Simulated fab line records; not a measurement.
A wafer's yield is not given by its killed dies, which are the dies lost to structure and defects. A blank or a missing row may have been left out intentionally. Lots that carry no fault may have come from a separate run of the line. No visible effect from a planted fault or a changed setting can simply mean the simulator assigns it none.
fab line records | flow gf180mcu
[record] lots = 14 | wafers = 42 | last_day = 34
route steps=602 shown V5@563
lots that met no fault: taken from a fault-free run of the same line
start_h: hours from the record's first day to the start of the lot's first wafer shown | wait_h: time in hours since the lot's previous step | " unchanged from the row above | L1.1+2: one row covering several wafers at once | - no value present, or no start provided | * or withheld: withheld | < > ~ a bound
route shown NAME@n: NAME is a module with steps in the file, n the number in the route of the first one | usual: mean and standard deviation over wafers with no fault | same: alike in all rows | chamber/n: place in a boat | sites: the reading at each site | _std_site: standard deviation of those values | _edge_site: the outer-site mean with the inner-site mean subtracted | radius_mm: how far each site lies from the wafer's centre | mask NAME#n: copy n | behind: tool/chamber where the wafer was last shaped | hold: why the lot went on hold/how many hours it stayed there/how the hold came to an end | device: whichever transistor did not switch (one of n, p or np) | end of line: the route-end tests of the same wafers | a step given without rows: its recipe and nothing more | killed: count of dies lost to structure and defects at first sort (not the wafer's yield) | map: shows each die of a wafer: x if killed, . if not, _ if none is there
set.NAME: setting as actually run; set.NAME@STEP: the setting as run at that earlier step | model.NAME: the simulator's own value behind a step, which no gauge read
the route's steps for a sample of lots (tables are steps, rows are wafers)
services: the hour from which a tool's chamber was out of use, counted from the record's first day as start_h (under 0 if before that day), plus the number of hours and why
[[steps]]
[step GF_V5_CVD_23]
[recipe] material = W | target_thk_nm = 350 | time_s = 104.9 | temp_c = 400 | pressure_torr = 40
[usual] chamber_pressure_Torr = 40.01/0.089 | heater_power_w = 875/64 | susceptor_temp_C = 400.01/0.22
lot.wafer | tool     | chamber | start_h | wait_h | chamber_pressure_Torr | heater_power_w | susceptor_temp_C
L555.2    | cvd_w-01 | 0       | 630.29  | 0.0    | 40.04                 | 862            | 399.89
L555.4    | "        | 0       | "       | "      | 39.99                 | 880            | 399.74
L555.5    | "        | 1       | "       | "      | 40.10                 | 822            | 399.92
L556.1    | cvd_w-01 | 0       | 637.34  | 0.0    | 40.10                 | 884            | 399.91
L556.3    | "        | 0       | "       | "      | 40.00                 | 875            | 399.70
L556.6    | "        | 0       | "       | "      | 40.05                 | 862            | 400.05
L557.1    | cvd_w-01 | 0       | 647.75  | 0.0    | 40.08                 | 873            | 400.13
L557.2    | "        | 1       | "       | "      | 39.95                 | 787            | 399.88
L557.5    | "        | 1       | "       | "      | 40.04                 | 825            | 399.90
L558.1    | cvd_w-01 | 1       | 649.09  | 0.0    | 40.21                 | 819            | 400.03
L558.3    | "        | 1       | "       | "      | 40.06                 | 843            | 399.98
L558.5    | "        | 1       | "       | "      | 40.17                 | 817            | 399.80
L559.1    | cvd_w-02 | 0       | 660.29  | 0.0    | 40.14                 | 864            | 399.90
L559.4    | "        | 1       | "       | "      | 39.97                 | 1009           | 400.03
L559.5    | "        | 0       | "       | "      | 39.96                 | 869            | 400.03
L562.3    | cvd_w-01 | 1       | 681.21  | 0.1    | 39.66                 | 812            | 399.88
L562.5    | "        | 1       | "       | "      | 40.03                 | 825            | 399.94
L562.6    | "        | 0       | "       | "      | 40.14                 | 860            | 400.31
L564.2    | cvd_w-01 | 1       | 697.39  | 0.0    | 34.56                 | 830            | 400.58
L564.5    | "        | 1       | "       | "      | 34.33                 | 821            | 400.33
L564.6    | "        | 0       | "       | "      | 40.06                 | 879            | 399.67
L565.1    | cvd_w-01 | 1       | 700.46  | 0.0    | 34.48                 | 786            | 399.95
L565.2    | "        | 0       | "       | "      | 40.06                 | 895            | 400.11
L565.5    | "        | 0       | "       | "      | 40.08                 | 881            | 399.89
L573.1    | cvd_w-02 | 1       | 754.29  | 0.0    | 39.95                 | 1020           | 399.87
L573.2    | "        | 0       | "       | "      | 40.01                 | 875            | 399.86
L573.4    | "        | 0       | "       | "      | 39.93                 | 877            | 399.98
L574.1    | cvd_w-01 | 1       | 759.78  | 0.0    | 40.09                 | 806            | 400.11
L574.2    | "        | 0       | "       | "      | 39.90                 | 884            | 400.09
L574.5    | "        | 0       | "       | "      | 39.96                 | 883            | 400.10
L575.1    | cvd_w-01 | 1       | 761.73  | 0.0    | 40.10                 | 806            | 399.85
L575.3    | "        | 0       | "       | "      | 40.05                 | 897            | 399.75
L575.4    | "        | 1       | "       | "      | 40.08                 | 821            | 400.26
L576.3    | cvd_w-01 | 1       | 768.16  | 0.1    | 39.96                 | 831            | 399.98
L576.4    | "        | 0       | "       | "      | 39.97                 | 882            | 400.28
L576.5    | "        | 1       | "       | "      | 40.02                 | 819            | 400.00
L577.3    | cvd_w-01 | 1       | 775.66  | 0.1    | 40.18                 | 838            | 399.98
L577.5    | "        | 0       | "       | "      | 40.07                 | 892            | 400.02
L577.6    | "        | 1       | "       | "      | 39.89                 | 847            | 399.96
L578.2    | cvd_w-01 | 1       | 780.64  | 0.0    | 40.04                 | 822            | 399.58
L578.4    | "        | 1       | "       | "      | 40.07                 | 792            | 399.95
L578.5    | "        | 0       | "       | "      | 40.09                 | 891            | 400.03
[step GF_V5_RS_MEAS_24]
[recipe] thk_meas_gauge = four-point-probe | reads = W_of_V5_CVD_23+TiN_of_V5_SPUTTER_22+Ti_of_V5_SPUTTER_21
[usual] V5_W_RS = 0.3285/0.0028
lot.wafer | tool          | chamber | start_h | wait_h | V5_W_RS[ohm/sq]
L555.2    | film_metro-01 | -       | 630.42  | 0.1    | 0.3295
L555.4    | "             | -       | "       | "      | 0.3238
L555.5    | "             | -       | "       | "      | 0.3257
L556.1    | film_metro-02 | -       | 637.45  | 0.1    | 0.3321
L556.3    | "             | -       | "       | "      | 0.3255
L556.6    | "             | -       | "       | "      | 0.3266
L557.1    | film_metro-02 | -       | 647.86  | 0.1    | 0.3297
L557.2    | "             | -       | "       | "      | 0.3296
L557.5    | "             | -       | "       | "      | 0.3273
L558.1    | film_metro-01 | -       | 649.20  | 0.1    | 0.3324
L558.3    | "             | -       | "       | "      | 0.3289
L558.5    | "             | -       | "       | "      | 0.3306
L559.1    | film_metro-02 | -       | 660.41  | 0.1    | 0.3384
L559.4    | "             | -       | "       | "      | 0.3369
L559.5    | "             | -       | "       | "      | 0.3319
L562.3    | film_metro-02 | -       | 681.32  | 0.1    | 0.3285
L562.5    | "             | -       | "       | "      | 0.3323
L562.6    | "             | -       | "       | "      | 0.3280
L564.2    | film_metro-02 | -       | 697.52  | 0.1    | 0.3524
L564.5    | "             | -       | "       | "      | 0.3513
L564.6    | "             | -       | "       | "      | 0.3263
L565.1    | film_metro-01 | -       | 700.57  | 0.1    | 0.3561
L565.2    | "             | -       | "       | "      | 0.3234
L565.5    | "             | -       | "       | "      | 0.3248
L573.1    | film_metro-01 | -       | 754.40  | 0.1    | 0.3301
L573.2    | "             | -       | "       | "      | 0.3281
L573.4    | "             | -       | "       | "      | 0.3273
L574.1    | film_metro-03 | -       | 759.89  | 0.1    | 0.3269
L574.2    | "             | -       | "       | "      | 0.3266
L574.5    | "             | -       | "       | "      | 0.3277
L575.1    | film_metro-01 | -       | 761.84  | 0.1    | 0.3309
L575.3    | "             | -       | "       | "      | 0.3319
L575.4    | "             | -       | "       | "      | 0.3288
L576.3    | film_metro-03 | -       | 768.28  | 0.1    | 0.3289
L576.4    | "             | -       | "       | "      | 0.3322
L576.5    | "             | -       | "       | "      | 0.3312
L577.3    | film_metro-02 | -       | 775.77  | 0.1    | 0.3293
L577.5    | "             | -       | "       | "      | 0.3246
L577.6    | "             | -       | "       | "      | 0.3290
L578.2    | film_metro-02 | -       | 780.77  | 0.1    | 0.3292
L578.4    | "             | -       | "       | "      | 0.3327
L578.5    | "             | -       | "       | "      | 0.3252
[step GF_V5_THK_MEAS_25]
[recipe] thk_meas_gauge = xrf | reads = W_of_V5_CVD_23
[usual] V5_W_THK = 337.5/2.7
lot.wafer | tool          | chamber | start_h | wait_h | V5_W_THK[nm]
L555.2    | film_metro-01 | -       | 630.53  | 0.1    | 335.3
L555.4    | "             | -       | "       | "      | 340.6
L555.5    | "             | -       | "       | "      | 338.3
L556.1    | film_metro-02 | -       | 637.57  | 0.1    | 332.9
L556.3    | "             | -       | "       | "      | 339.5
L556.6    | "             | -       | "       | "      | 341.6
L557.1    | film_metro-02 | -       | 647.98  | 0.1    | 338.9
L557.2    | "             | -       | "       | "      | 337.1
L557.5    | "             | -       | "       | "      | 346.0
L558.1    | film_metro-01 | -       | 649.32  | 0.1    | 330.7
L558.3    | "             | -       | "       | "      | 334.9
L558.5    | "             | -       | "       | "      | 334.9
L559.1    | film_metro-02 | -       | 660.53  | 0.1    | 333.1
L559.4    | "             | -       | "       | "      | 332.1
L559.5    | "             | -       | "       | "      | 337.5
L562.3    | film_metro-02 | -       | 681.42  | 0.1    | 337.3
L562.5    | "             | -       | "       | "      | 332.6
L562.6    | "             | -       | "       | "      | 337.2
L564.2    | film_metro-02 | -       | 697.63  | 0.1    | 313.9
L564.5    | "             | -       | "       | "      | 313.7
L564.6    | "             | -       | "       | "      | 338.0
L565.1    | film_metro-01 | -       | 700.69  | 0.1    | 311.2
L565.2    | "             | -       | "       | "      | 340.2
L565.5    | "             | -       | "       | "      | 340.2
L573.1    | film_metro-01 | -       | 754.52  | 0.1    | 337.0
L573.2    | "             | -       | "       | "      | 338.6
L573.4    | "             | -       | "       | "      | 339.9
L574.1    | film_metro-03 | -       | 760.01  | 0.1    | 338.5
L574.2    | "             | -       | "       | "      | 339.2
L574.5    | "             | -       | "       | "      | 338.4
L575.1    | film_metro-01 | -       | 761.96  | 0.1    | 335.8
L575.3    | "             | -       | "       | "      | 335.3
L575.4    | "             | -       | "       | "      | 337.6
L576.3    | film_metro-03 | -       | 768.38  | 0.1    | 337.1
L576.4    | "             | -       | "       | "      | 334.3
L576.5    | "             | -       | "       | "      | 334.1
L577.3    | film_metro-02 | -       | 775.87  | 0.1    | 336.7
L577.5    | "             | -       | "       | "      | 340.8
L577.6    | "             | -       | "       | "      | 337.1
L578.2    | film_metro-02 | -       | 780.88  | 0.1    | 337.7
L578.4    | "             | -       | "       | "      | 332.1
L578.5    | "             | -       | "       | "      | 340.9
[[services]]
tool     | chamber | start_h | hours | kind
cvd_w-01 | -       | 683.13  | 6.9   | pm
cvd_w-02 | 1       | 704.41  | 3.7   | repair
[[key]]
[first_sign] step = GF_V5_CVD_23 | reading = chamber_pressure_Torr | direction = down | sigmas = 62 | usual = 40.01 | struck = 34.46
[effect] step = GF_V5_RS_MEAS_24 | reading = V5_W_RS | direction = up | sigmas = 9 | usual = 0.3285 | struck = 0.3533
[effect] step = GF_V5_THK_MEAS_25 | reading = V5_W_THK | direction = down | sigmas = 8.9 | usual = 337.5 | struck = 312.9
met_at GF_V5_CVD_23
struck_lots L564,L565
struck_wafers L564.2,L564.5,L565.1
onset_between 681.21 697.39
[fault] kind = process_parameter_drift | tool = cvd_w-01 | chamber = 1 | onset_h = 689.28 | steps = GF_V5_CVD_23 | channel = pressure_torr | offset = -5.4995 | shape = step | end_h = 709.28 | acts_in = these_recipes_only | stated = 40
